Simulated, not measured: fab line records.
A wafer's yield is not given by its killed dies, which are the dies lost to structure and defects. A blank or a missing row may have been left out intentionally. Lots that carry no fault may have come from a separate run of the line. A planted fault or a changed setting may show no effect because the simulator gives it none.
Chamber matching | flow gf180mcu | GF_V2_ETCH_16 on rie-diel-01 has 4 sister chambers
The step etches BARC in N2/H2. 8 wafers are shown with their chamber, then 11 later ones without.

== WAFERS PAIRED WITH THEIR CHAMBERS ==
wafer  | chamber | drypump-motor-current-A (A) | throttle-valve-pct (%)
L085.6 | 2       | 6.0                         | 13.217
L086.1 | 2       | 6.1                         | 13.232
L087.5 | 3       | 5.4                         | 13.230
L087.6 | 0       | 6.0                         | 13.222
L088.3 | 0       | 5.9                         | 13.217
L088.4 | 3       | 5.4                         | 13.229
L088.6 | 1       | 5.8                         | 13.232
L092.2 | 1       | 5.7                         | 13.227

== WAFERS MISSING THEIR CHAMBER ==
wafer  | drypump-motor-current-A (A) | throttle-valve-pct (%)
L092.3 | 5.4                         | 13.221
L092.6 | 5.4                         | 13.213
L093.2 | 5.8                         | 13.215
L093.3 | 5.4                         | 13.231
L093.4 | 5.8                         | 13.232
L094.1 | 5.4                         | 13.224
L094.2 | 6.1                         | 13.229
L094.5 | 5.8                         | 13.234
L095.4 | 5.8                         | 13.228
L095.5 | 6.1                         | 13.216
L095.6 | 5.4                         | 13.230

== EACH ONE'S CHAMBER ==
wafer  | from the rows above          | in truth
L092.3 | 3                            | 3
L092.6 | 3                            | 3
L093.2 | can't be placed: 0 or 1 or 2 | 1
L093.3 | 3                            | 3
L093.4 | 1                            | 1
L094.1 | 3                            | 3
L094.2 | can't be placed: 2 or 0      | 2
L094.5 | 1                            | 1
L095.4 | can't be placed: 1 or 0      | 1
L095.5 | can't be placed: 2 or 0      | 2
L095.6 | 3                            | 3
Correct placement for 7 of the 11. Not placeable from these rows: 4 (in 4, the candidates include the true chamber). Number placed wrongly: 0.
How it was worked out, from the rows above alone: a wafer's distance from a chamber is the root of the sum, over the readings, of the square of ((its reading less the chamber's mean) divided by the reading's scatter). The wafer belongs to the nearest chamber; if the next one is less than 2 further off, it can't be placed. Each chamber's mean is taken over the wafers shown for it. The scatter is the square root of a quotient: the sum, over the shown wafers, of each reading's squared deviation from its chamber's mean, divided by wafers minus chambers.
